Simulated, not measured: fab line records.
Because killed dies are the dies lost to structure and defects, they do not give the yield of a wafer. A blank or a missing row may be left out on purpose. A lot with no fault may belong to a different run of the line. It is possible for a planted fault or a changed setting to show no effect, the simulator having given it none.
The tool behind it: which one? :: flow sky130 :: 15 lots, 45 wafers sampled, at 1 step of a route of 708

WHAT THE GAUGES SHOWED, per wafer
SKY_VIA3_RS_MEAS_22: uses a four-point probe to measure.
lot: L274
measured: day 40 09:19
on: filmMetro-01
VIA3_W_RS (ohm/sq): 0.298 0.293 0.299

lot: L275
measured: day 40 17:10
on: filmMetro-03
VIA3_W_RS (ohm/sq): 0.286 0.297 0.286

lot: L276
measured: day 41 01:58
on: filmMetro-01
VIA3_W_RS (ohm/sq): 0.299 0.289 0.288

lot: L277
measured: day 41 08:07
on: filmMetro-04
VIA3_W_RS (ohm/sq): 0.298 0.291 0.299

lot: L278
measured: day 41 19:49
on: filmMetro-03
VIA3_W_RS (ohm/sq): 0.299 0.296 0.298

lot: L279
measured: day 41 22:33
on: filmMetro-01
VIA3_W_RS (ohm/sq): 0.294 0.289 0.300

lot: L283
measured: day 43 04:35
on: filmMetro-04
VIA3_W_RS (ohm/sq): 0.296 0.284 0.295

lot: L282
measured: day 43 06:08
on: filmMetro-03
VIA3_W_RS (ohm/sq): 0.302 0.301 0.299

lot: L284
measured: day 43 09:44
on: filmMetro-04
VIA3_W_RS (ohm/sq): 0.289 0.292 0.298

lot: L285
measured: day 43 14:07
on: filmMetro-04
VIA3_W_RS (ohm/sq): 0.296 0.290 0.287

lot: L286
measured: day 44 06:19
on: filmMetro-01
VIA3_W_RS (ohm/sq): 0.309 0.304 0.308

lot: L287
measured: day 44 11:10
on: filmMetro-03
VIA3_W_RS (ohm/sq): 0.291 0.305 0.302

lot: L292
measured: day 45 11:29
on: filmMetro-03
VIA3_W_RS (ohm/sq): 0.290 0.287 0.288

lot: L293
measured: day 45 14:43
on: filmMetro-03
VIA3_W_RS (ohm/sq): 0.285 0.289 0.298

lot: L294
measured: day 46 01:01
on: filmMetro-01
VIA3_W_RS (ohm/sq): 0.287 0.291 0.299

WHAT TOOL EACH LOT RAN ON (gives the tool, then ch and the chambers of the sampled wafers, and finally the start)
Before these readings, the record contains no process step.

WHAT THE TOOLS THEMSELVES READ (means of the sampled wafers that have a number; where no wafer has one, the mark that the record gives instead)
The record holds no such reading with a usual standard deviation.

THE ANSWER, worked out from the rows above alone
Rule: the usual values come from the lots themselves. The widest of any qualifying gaps counts: lots, ordered by their means at a reading, are off when they make up no more than a third of the lots, leave a main group of 4 or more, and stand apart from it by 3 or more times the standard deviation of that group's means. Not used: any main group whose means are identical at the precision the tables above print for the reading. Also off: a lot with no number at a reading for which 4 or more lots have one. All remaining lots with rows at the step are treated as sound. After the gauges, taken in route order, come the tools' own readings; for these a lot's mean is taken, as printed above. At the first step where some lot is off, the reading lying furthest off is the one used; lots without a number count as furthest.
None of the lots is off at any reading shown; this tells nothing.

WHAT THE SIMULATOR HAD INSERTED
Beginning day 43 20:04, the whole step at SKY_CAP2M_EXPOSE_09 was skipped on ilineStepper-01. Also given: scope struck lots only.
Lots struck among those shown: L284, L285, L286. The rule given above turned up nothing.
